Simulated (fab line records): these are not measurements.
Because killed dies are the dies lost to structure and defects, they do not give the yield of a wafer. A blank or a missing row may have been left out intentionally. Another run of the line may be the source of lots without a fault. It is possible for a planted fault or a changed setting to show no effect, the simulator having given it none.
Which tool is to blame?    flow gf180mcu    Sampling: 13 lots, 39 wafers, 5 of 602 route steps

== WHAT THE GAUGES READ, wafer by wafer ==
GF_V3_THK_MEAS_01. Usual: V3_CVD_00_THK 599 nm, standard deviation 7.1.
lot   measured      on             V3_CVD_00_THK (nm)  flag
L173  day 21 09:28  film-metro-01  605 597 596         
L174  day 21 16:31  film-metro-03  583 582 593         
L176  day 22 14:58  film-metro-03  899 610 600         OFF
L177  day 22 22:42  film-metro-01  603 598 892         OFF
L186  day 26 01:29  film-metro-03  604 599 608         
L187  day 26 06:16  film-metro-03  596 610 602         
L188  day 26 21:16  film-metro-02  590 605 591         
L189  day 26 22:57  film-metro-02  595 591 600         
L190  day 27 05:55  film-metro-03  602 595 592         
L192  day 28 02:25  film-metro-03  604 604 606         
L193  day 28 04:18  film-metro-02  595 605 602         
L194  day 28 19:20  film-metro-03  590 597 607         
L196  day 28 20:14  film-metro-03  606 592 602         

== EACH LOT AND THE TOOL THAT RAN IT (in order: tool; ch and the chambers of the sampled wafers; start) ==
lot   GF_V2_SPUTTER_21              GF_M3_SPUTTER_00              GF_M3_SPUTTER_02              GF_V3_CVD_00
L173  pvd-sputter-02, day 20 07:29  pvd-sputter-04, day 20 08:10  pvd-sputter-04, day 20 08:18  hdpcvd-01 ch 0,1,2, day 21 09:23
L174  pvd-sputter-02, day 20 14:45  pvd-sputter-04, day 20 15:26  pvd-sputter-04, day 20 15:34  hdpcvd-01 ch 0,1,2, day 21 16:26
L176  pvd-sputter-04, day 21 13:09  pvd-sputter-03, day 21 13:50  pvd-sputter-03, day 21 13:58  hdpcvd-01 ch 0,1,2, day 22 14:53
L177  pvd-sputter-02, day 21 21:56  pvd-sputter-02, day 21 22:50  pvd-sputter-02, day 21 22:58  hdpcvd-01 ch 0,1,2, day 22 22:38
L186  pvd-sputter-01, day 25 02:52  pvd-sputter-04, day 25 03:34  pvd-sputter-04, day 25 03:42  hdpcvd-02 ch 0,2, day 26 01:25
L187  pvd-sputter-01, day 25 07:34  pvd-sputter-04, day 25 08:15  pvd-sputter-04, day 25 08:23  hdpcvd-01 ch 0,2, day 26 06:11
L188  pvd-sputter-01, day 25 22:16  pvd-sputter-03, day 25 22:58  pvd-sputter-03, day 25 23:05  hdpcvd-01 ch 0,2, day 26 21:12
L189  pvd-sputter-04, day 26 00:40  pvd-sputter-02, day 26 01:21  pvd-sputter-02, day 26 01:29  hdpcvd-01 ch 0,1, day 26 22:52
L190  pvd-sputter-01, day 26 07:47  pvd-sputter-02, day 26 08:29  pvd-sputter-02, day 26 08:37  hdpcvd-01 ch 0,1, day 27 05:51
L192  pvd-sputter-04, day 27 04:35  pvd-sputter-02, day 27 05:17  pvd-sputter-02, day 27 05:25  hdpcvd-01 ch 0,1, day 28 02:20
L193  pvd-sputter-01, day 27 06:20  pvd-sputter-04, day 27 07:02  pvd-sputter-04, day 27 07:10  hdpcvd-02 ch 0,1,2, day 28 04:14
L194  pvd-sputter-04, day 27 22:44  pvd-sputter-02, day 27 23:26  pvd-sputter-02, day 27 23:34  hdpcvd-01 ch 0,1,2, day 28 19:16
L196  pvd-sputter-04, day 27 23:11  pvd-sputter-04, day 27 23:52  pvd-sputter-04, day 28 00:00  hdpcvd-01 ch 0,1, day 28 20:10
- GF_V2_SPUTTER_21: material Ti, target thk 15 nm, time 80.02 s.
- GF_M3_SPUTTER_00: material Ti, target thk 37.5 nm, time 150 s.
- GF_M3_SPUTTER_02: material AlCu, target thk 450 nm, time 23.9 s.
- GF_V3_CVD_00: deposits SiO2, target thk 600 nm, time 100 s.

== AS READ BY THE TOOLS THEMSELVES (means over the sampled wafers that have a number; for cases with no such wafer, the mark the record gives instead) ==
GF_V2_SPUTTER_21. Usual: throttle-valve-pct reads 29.8 % (standard deviation 0.89).
lot   tool            throttle-valve-pct (%)  flag
L173  pvd-sputter-02  29.7                    
L174  pvd-sputter-02  29.3                    
L176  pvd-sputter-04  30.5                    
L177  pvd-sputter-02  30.7                    
L186  pvd-sputter-01  29.2                    
L187  pvd-sputter-01  30.3                    
L188  pvd-sputter-01  30.0                    
L189  pvd-sputter-04  28.5                    
L190  pvd-sputter-01  29.4                    
L192  pvd-sputter-04  29.5                    
L193  pvd-sputter-01  29.6                    
L194  pvd-sputter-04  28.4                    
L196  pvd-sputter-04  29.5                    

GF_M3_SPUTTER_00. Usual: throttle-valve-pct reads 29.5 % (standard deviation 1).
lot   tool            throttle-valve-pct (%)  flag
L173  pvd-sputter-04  29.1                    
L174  pvd-sputter-04  29.8                    
L176  pvd-sputter-03  29.9                    
L177  pvd-sputter-02  30.2                    
L186  pvd-sputter-04  28.7                    
L187  pvd-sputter-04  29.5                    
L188  pvd-sputter-03  29.9                    
L189  pvd-sputter-02  30.0                    
L190  pvd-sputter-02  29.7                    
L192  pvd-sputter-02  30.1                    
L193  pvd-sputter-04  29.4                    
L194  pvd-sputter-02  29.7                    
L196  pvd-sputter-04  28.5                    

GF_M3_SPUTTER_02. Usual: throttle-valve-pct reads 29.4 % (standard deviation 1).
lot   tool            throttle-valve-pct (%)  flag
L173  pvd-sputter-04  28.8                    
L174  pvd-sputter-04  29.9                    
L176  pvd-sputter-03  29.9                    
L177  pvd-sputter-02  30.2                    
L186  pvd-sputter-04  28.8                    
L187  pvd-sputter-04  29.4                    
L188  pvd-sputter-03  29.9                    
L189  pvd-sputter-02  29.9                    
L190  pvd-sputter-02  29.6                    
L192  pvd-sputter-02  30.2                    
L193  pvd-sputter-04  29.6                    
L194  pvd-sputter-02  30.0                    
L196  pvd-sputter-04  28.5                    

GF_V3_CVD_00. Usual: sih4-flow-sccm reads 60.00 sccm (standard deviation 0.19).
lot   tool       sih4-flow-sccm (sccm)  flag
L173  hdpcvd-01  60.13                  
L174  hdpcvd-01  60.01                  
L176  hdpcvd-01  69.96                  OFF
L177  hdpcvd-01  70.13                  OFF
L186  hdpcvd-02  60.02                  
L187  hdpcvd-01  60.06                  
L188  hdpcvd-01  59.95                  
L189  hdpcvd-01  60.03                  
L190  hdpcvd-01  59.98                  
L192  hdpcvd-01  59.98                  
L193  hdpcvd-02  59.84                  
L194  hdpcvd-01  60.09                  
L196  hdpcvd-01  60.11                  

== THE ANSWER, worked out from the rows above alone ==
Rule: take the mean of a lot's wafers that have a number; if it is more than 3 standard deviations from the usual mean, the lot is off. Also off: a lot with no number at a reading for which 4 or more lots have one. Any other lot the step has rows for is counted as sound. The gauges are gone through in route order, then the tools' own readings, and for those a lot's mean is taken as printed above. The first step at which some lot is off is used, and at that step the reading that is off furthest; a lot without a number counts as furthest.
Off: at GF_V3_THK_MEAS_01 (V3_CVD_00_THK), L176, L177.
A tool fits if, at a process step before that reading, it ran every lot that is off, and no sound lot after the first of them. The gauges at GF_V3_THK_MEAS_01 aren't tried: what is off there is off at GF_V3_CVD_00 too, on other tools, and a gauge's error can't cause that. Not one of the candidates tried fits.

== WHAT HAD BEEN PUT IN BY THE SIMULATOR ==
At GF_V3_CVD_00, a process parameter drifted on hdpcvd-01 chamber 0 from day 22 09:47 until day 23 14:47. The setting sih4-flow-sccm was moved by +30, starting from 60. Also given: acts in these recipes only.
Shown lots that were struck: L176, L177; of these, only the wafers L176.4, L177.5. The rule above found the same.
